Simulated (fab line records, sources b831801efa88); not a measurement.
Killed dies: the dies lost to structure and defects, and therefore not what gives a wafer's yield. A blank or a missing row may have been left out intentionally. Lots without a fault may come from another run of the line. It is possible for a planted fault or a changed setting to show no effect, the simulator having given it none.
Struck lot and sound lot, side by side	flow sky130	34 steps out of a route of 708
Sound: wafers L385.4, L385.5, L385.6. Struck: wafers L376.2, L376.5, L376.6. At the end, the cause is stated.
For every step that has rows: the tool of each side, followed by ch and its chambers, followed by its first start. Under that, the readings that differ: sound wafers	struck wafers	difference of the means	sigmas: that difference in standard deviations of wafers without a fault.
alike: a reading whose means differ by less than 2 such deviations, as well as words and numbers matching on both sides. not compared: withheld readings; readings where some wafer has no value; bounds like >300 that might hide an equal value; numbers whose values overlap and for which the record gives no deviation.
The two part at a step that has a row with sigmas, a row that says differs or no value, or rows on one side only. Numbers that don't overlap but have no deviation are shown without sigmas and don't part them. A reading missing from all wafers of one side parts the sides only when that side holds two or more wafers.

first, 5 steps without rows for these wafers: SKY_VT_ADJUST_HVTR_COAT_02 (resist thk 1140 nm); SKY_VT_ADJUST_HVTR_SOFTBAKE_03 (time 60 s); SKY_VT_ADJUST_HVTR_EXPOSE_04 (exposes mask HVTRM, target cd 380 nm); SKY_VT_ADJUST_HVTR_PEB_05; SKY_VT_ADJUST_HVTR_DEVELOP_06 (develop time 60 s).
SKY_VT_ADJUST_HVTR_CD_MEAS_07: target cd 380 nm.
  sound: cdSem-02 at day 14 11:04; struck: cdSem-01 at day 12 00:31
  alike: cdNm
SKY_VT_ADJUST_HVTR_OVL_MEAS_08:
  sound: overlay-01 at day 14 11:08; struck: overlay-01 at day 12 00:37
  alike: VT_ADJUST_HVTR_OVL
next, for these wafers, 1 step has no rows: SKY_VT_ADJUST_HVTR_IMPLANT_09.
SKY_VT_ADJUST_HVTR_STRIP_10: strips in O2/N2.
  sound on plasmaAsher-01 ch 0,1, day 14 11:20; struck on plasmaAsher-03 ch 0,1, day 12 00:48
reading	sound	struck	difference	sigmas
drypumpMotorCurrentA (A)	6.34 5.83 6.35	5.45 5.46 5.48	-0.71	-3
stripTimeToEndpointS (s)	14.25 14.24 14.20	14.08 14.06 14.10	-0.15	-3
  alike: oesProductAu
  not compared: rfHoursCounterH
SKY_VT_ADJUST_HVTR_TW_MEAS_11:
  sound: filmMetro-01 at day 14 11:26; struck: filmMetro-03 at day 12 00:55
  alike: VT_ADJUST_HVTR_TW
then, 2 steps without rows for these wafers: SKY_VT_ADJUST_PCH_DEHYDRATE_00 (time 60 s); SKY_VT_ADJUST_PCH_HMDS_01 (prime time 60 s).
SKY_VT_ADJUST_PCH_COAT_02: resist thk 3000 nm.
  sound on lithoTrack-04 ch 0, day 15 01:01; struck on lithoTrack-01, day 12 12:19
  no value came back on the struck wafers for chillPlateTempC (C), dispensePressureKPa (kPa); on the sound wafers chillPlateTempC (C) reads 22.98 22.94 23.08
then, 4 steps without rows for these wafers: SKY_VT_ADJUST_PCH_SOFTBAKE_03; SKY_VT_ADJUST_PCH_EXPOSE_04 (exposes mask NWM, target cd 840 nm); SKY_VT_ADJUST_PCH_PEB_05; SKY_VT_ADJUST_PCH_DEVELOP_06 (develop time 60 s).
SKY_VT_ADJUST_PCH_OVL_MEAS_07:
  sound: overlay-02 at day 15 14:37; struck: overlay-02 at day 13 01:11
reading	sound	struck	difference	sigmas
VT_ADJUST_PCH_OVL (nm)	2.4 0.6 2.4	- - -	no value on the struck wafers	
next, for these wafers, 1 step has no rows: SKY_VT_ADJUST_PCH_IMPLANT_08.
SKY_VT_ADJUST_PCH_STRIP_09: strips in O2/N2.
  sound on plasmaAsher-03 ch 0,1, day 15 14:49; struck on plasmaAsher-02 ch 0,1, day 13 01:22
  no value came back on the struck wafers for oesProductAu (a.u.), stripTimeToEndpointS (s); on the sound wafers oesProductAu (a.u.) reads 0.720 0.727 0.723
  alike: drypumpMotorCurrentA
  not compared: rfHoursCounterH
SKY_VT_ADJUST_PCH_TW_MEAS_10:
  sound: filmMetro-03 at day 15 14:55; struck: filmMetro-04 at day 13 01:29
  alike: VT_ADJUST_PCH_TW
then, 7 steps without rows for these wafers: SKY_SONOS_TUNNEL_DEHYDRATE_00 (time 60 s); SKY_SONOS_TUNNEL_HMDS_01 (prime time 60 s); SKY_SONOS_TUNNEL_COAT_02 (resist thk 1140 nm); SKY_SONOS_TUNNEL_SOFTBAKE_03 (time 60 s); SKY_SONOS_TUNNEL_EXPOSE_04 (exposes mask TUNM, target cd 410 nm); SKY_SONOS_TUNNEL_PEB_05; SKY_SONOS_TUNNEL_DEVELOP_06 (develop time 60 s).
SKY_SONOS_TUNNEL_CD_MEAS_07: target cd 410 nm.
  sound: cdSem-02 at day 16 18:13; struck: cdSem-02 at day 14 03:28
  alike: cdNm
SKY_SONOS_TUNNEL_OVL_MEAS_08:
  sound: overlay-01 at day 16 18:17; struck: overlay-01 at day 14 03:35
  alike: SONOS_TUNNEL_OVL
then, 3 steps without rows for these wafers: SKY_SONOS_TUNNEL_IMPLANT_09; SKY_SONOS_TUNNEL_WET_ETCH_10 (etches SiO2 in dHF, target depth 14 nm, time 280 s); SKY_SONOS_TUNNEL_STRIP_11 (strips in SPM, time 600 s).
SKY_SONOS_TUNNEL_TW_MEAS_12:
  sound: filmMetro-03 at day 16 18:45; struck: filmMetro-04 at day 14 04:16
reading	sound	struck	difference	sigmas
SONOS_TUNNEL_TW	198.4 198.5 197.9	208.5 207.2 209.0	+10.0	+5
  not compared: hold

== WHERE THEY PART ==
First at SKY_VT_ADJUST_HVTR_STRIP_10; last, within this record, at SKY_SONOS_TUNNEL_TW_MEAS_12.

WHY: what had been put in by the simulator
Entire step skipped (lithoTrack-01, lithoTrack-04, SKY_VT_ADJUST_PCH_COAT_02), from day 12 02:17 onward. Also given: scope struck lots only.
